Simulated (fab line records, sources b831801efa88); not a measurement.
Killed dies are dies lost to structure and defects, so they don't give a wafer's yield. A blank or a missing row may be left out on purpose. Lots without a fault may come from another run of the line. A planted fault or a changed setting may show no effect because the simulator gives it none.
Chamber matching | flow sky130 | SKY_VIA4_CMP_02 on cmp-02: 4 sister chambers
The step polishes SiO2. 16 wafers are shown with their chamber, then 8 later ones without.

WAFERS WITH THEIR CHAMBER
wafer  | chamber | motor_current_A (A)
L283.1 | 3       | 10.1
L283.3 | 0       | 10.5
L283.5 | 1       | 11.6
L284.3 | 2       | 10.7
L284.4 | 3       | 10.3
L284.6 | 2       | 11.2
L286.2 | 3       | 10.0
L286.3 | 0       | 10.5
L286.6 | 1       | 12.2
L287.3 | 3       | 9.9
L287.4 | 0       | 10.6
L287.5 | 0       | 10.5
L288.3 | 2       | 10.9
L288.5 | 0       | 11.0
L288.6 | 1       | 11.5
L289.2 | 0       | 11.3

SIGNATURES (means of the wafers above)
reading         | chamber 0 | chamber 1 | chamber 2 | chamber 3 | scatter within a chamber
motor_current_A | 10.733    | 11.767    | 10.933    | 10.075    | 0.299
Rule: a wafer's distance from a chamber is the root of the sum, over the readings, of the square of ((its reading less the chamber's mean) divided by the reading's scatter). The wafer belongs to the nearest chamber; if the next one is less than 2 further off, it can't be placed. The scatter: the root of (the sum of the squares of (reading less its chamber's mean) over the shown wafers, divided by (wafers less chambers)).

WAFERS WITHOUT THEIR CHAMBER
wafer  | motor_current_A (A)
L289.5 | 11.9
L289.6 | 10.9
L302.1 | 11.6
L302.2 | 10.0
L302.5 | 10.2
L304.3 | 10.4
L304.4 | 11.0
L304.6 | 10.8

WHICH CHAMBER EACH WENT THROUGH
wafer  | from the rows above          | in truth
L289.5 | 1                            | 1
L289.6 | can't be placed: 2 or 0      | 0
L302.1 | can't be placed: 1 or 2      | 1
L302.2 | 3                            | 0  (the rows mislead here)
L302.5 | can't be placed: 3 or 0      | 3
L304.3 | can't be placed: 3 or 0 or 2 | 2
L304.4 | can't be placed: 2 or 0      | 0
L304.6 | can't be placed: 0 or 2      | 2
Placed correctly: 1 of 8. Can't be placed from these rows: 6 (the true chamber is among the candidates in 6). Placed wrongly: 1.
